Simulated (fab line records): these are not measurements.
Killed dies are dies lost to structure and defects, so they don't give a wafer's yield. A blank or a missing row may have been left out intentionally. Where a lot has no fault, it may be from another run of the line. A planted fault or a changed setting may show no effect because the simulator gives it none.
A lot that was struck, set against a sound lot + flow sky130 + 34 steps out of a route of 708
Sound: the wafers L215.1, L215.3, L215.4. Wafers L221.1, L221.3, L221.6 were the ones struck. The cause is named last.
Order at every step that has rows: each side's tool, ch and its chambers, its first start. Under that, the readings that differ: sound wafers + struck wafers + difference of the means + sigmas: that difference in standard deviations of wafers without a fault.
alike: readings whose means differ by less than 2 such deviations, and words and numbers that are the same on both sides. not compared: withheld readings, readings that some wafer has no value for, bounds like >300 that may hide the same value, and numbers for which the record gives no deviation and whose values overlap.
A row with sigmas, a row that says differs or no value, or rows on one side alone: a step with any of these is where the two part. Numbers that have no deviation but don't overlap get no sigmas and don't part them. A reading missing from all wafers of one side parts the sides only when that side holds two or more wafers.

first, 5 steps without rows for these wafers: SKY_VT_ADJUST_HVTR_COAT_02 (resist thk 1140 nm); SKY_VT_ADJUST_HVTR_SOFTBAKE_03 (time 60 s); SKY_VT_ADJUST_HVTR_EXPOSE_04 (exposes mask HVTRM, target cd 380 nm); SKY_VT_ADJUST_HVTR_PEB_05; SKY_VT_ADJUST_HVTR_DEVELOP_06 (develop time 60 s).
SKY_VT_ADJUST_HVTR_CD_MEAS_07 targets a cd of 380 nm.
  sound on cd_sem-02, day 11 12:40; struck on cd_sem-02, day 13 10:52
  alike: cd_nm
SKY_VT_ADJUST_HVTR_OVL_MEAS_08:
  sound on overlay-02, day 11 12:47; struck on overlay-02, day 13 10:59
  alike: VT_ADJUST_HVTR_OVL
next, for these wafers, 1 step has no rows: SKY_VT_ADJUST_HVTR_IMPLANT_09.
SKY_VT_ADJUST_HVTR_STRIP_10: strips in O2/N2.
  sound on plasma_asher-01 ch 0,1, day 11 12:58; struck on plasma_asher-04 ch 0,1, day 13 11:10
| reading                     | sound       | struck      | difference | sigmas |
|-----------------------------|-------------|-------------|------------|--------|
| drypump_motor_current_A (A) | 6.7 6.7 5.7 | 5.3 5.3 5.3 | -1.1       | -2     |
  alike: oes_product_au, strip_time_to_endpoint_s
  not compared: rf_hours_counter_h
SKY_VT_ADJUST_HVTR_TW_MEAS_11:
  sound on film_metro-04, day 11 13:04; struck on film_metro-03, day 13 11:16
| reading           | sound             | struck            | difference | sigmas |
|-------------------|-------------------|-------------------|------------|--------|
| VT_ADJUST_HVTR_TW | 212.1 212.6 212.5 | 206.4 207.2 206.2 | -5.8       | -2     |
then, 2 steps without rows for these wafers: SKY_VT_ADJUST_PCH_DEHYDRATE_00 (time 60 s); SKY_VT_ADJUST_PCH_HMDS_01 (prime time 60 s).
SKY_VT_ADJUST_PCH_COAT_02: resist thk 3000 nm.
  struck on litho_track-01, day 13 23:37; sound on litho_track-03 ch 0, day 12 01:02
  no value came back on the struck wafers for chill_plate_temp_C (C), dispense_pressure_kPa (kPa); on the sound wafers chill_plate_temp_C (C) reads 22.83 22.81 22.80
then, 4 steps without rows for these wafers: SKY_VT_ADJUST_PCH_SOFTBAKE_03; SKY_VT_ADJUST_PCH_EXPOSE_04 (exposes mask NWM, target cd 840 nm); SKY_VT_ADJUST_PCH_PEB_05; SKY_VT_ADJUST_PCH_DEVELOP_06 (develop time 60 s).
SKY_VT_ADJUST_PCH_OVL_MEAS_07:
  sound on overlay-02, day 12 13:04; struck on overlay-02, day 14 13:44
| reading                | sound         | struck | difference                    | sigmas |
|------------------------|---------------|--------|-------------------------------|--------|
| VT_ADJUST_PCH_OVL (nm) | 0.1 -1.4 -1.2 | - - -  | no value on the struck wafers |        |
next, for these wafers, 1 step has no rows: SKY_VT_ADJUST_PCH_IMPLANT_08.
SKY_VT_ADJUST_PCH_STRIP_09: strips in O2/N2.
  sound on plasma_asher-03 ch 0,1, day 12 13:15; struck on plasma_asher-04 ch 0,1, day 14 13:56
  no value came back on the struck wafers for oes_product_au (a.u.), strip_time_to_endpoint_s (s); on the sound wafers oes_product_au (a.u.) reads 0.726 0.717 0.721
  alike: drypump_motor_current_A
  not compared: rf_hours_counter_h
SKY_VT_ADJUST_PCH_TW_MEAS_10:
  sound on film_metro-01, day 12 13:23; struck on film_metro-01, day 14 14:02
  alike: VT_ADJUST_PCH_TW
then, 7 steps without rows for these wafers: SKY_SONOS_TUNNEL_DEHYDRATE_00 (time 60 s); SKY_SONOS_TUNNEL_HMDS_01 (prime time 60 s); SKY_SONOS_TUNNEL_COAT_02 (resist thk 1140 nm); SKY_SONOS_TUNNEL_SOFTBAKE_03 (time 60 s); SKY_SONOS_TUNNEL_EXPOSE_04 (exposes mask TUNM, target cd 410 nm); SKY_SONOS_TUNNEL_PEB_05; SKY_SONOS_TUNNEL_DEVELOP_06 (develop time 60 s).
SKY_SONOS_TUNNEL_CD_MEAS_07 targets a cd of 410 nm.
  sound on cd_sem-02, day 13 14:13; struck on cd_sem-01, day 15 16:58
  alike: cd_nm
SKY_SONOS_TUNNEL_OVL_MEAS_08:
  sound on overlay-01, day 13 14:20; struck on overlay-01, day 15 17:05
  alike: SONOS_TUNNEL_OVL
then, 3 steps without rows for these wafers: SKY_SONOS_TUNNEL_IMPLANT_09; SKY_SONOS_TUNNEL_WET_ETCH_10 (etches SiO2 in dHF, target depth 14 nm, time 280 s); SKY_SONOS_TUNNEL_STRIP_11 (strips in SPM, time 600 s).
SKY_SONOS_TUNNEL_TW_MEAS_12:
  sound on film_metro-04, day 13 14:47; struck on film_metro-04, day 15 17:46
| reading         | sound             | struck            | difference | sigmas |
|-----------------|-------------------|-------------------|------------|--------|
| SONOS_TUNNEL_TW | 199.3 199.4 199.4 | 213.9 215.0 214.4 | +15.1      | +12    |
  not compared: hold

## WHERE THEY PART
Earliest at SKY_VT_ADJUST_HVTR_STRIP_10; latest, in this record, at SKY_SONOS_TUNNEL_TW_MEAS_12.

WHY: the cause the simulator had injected
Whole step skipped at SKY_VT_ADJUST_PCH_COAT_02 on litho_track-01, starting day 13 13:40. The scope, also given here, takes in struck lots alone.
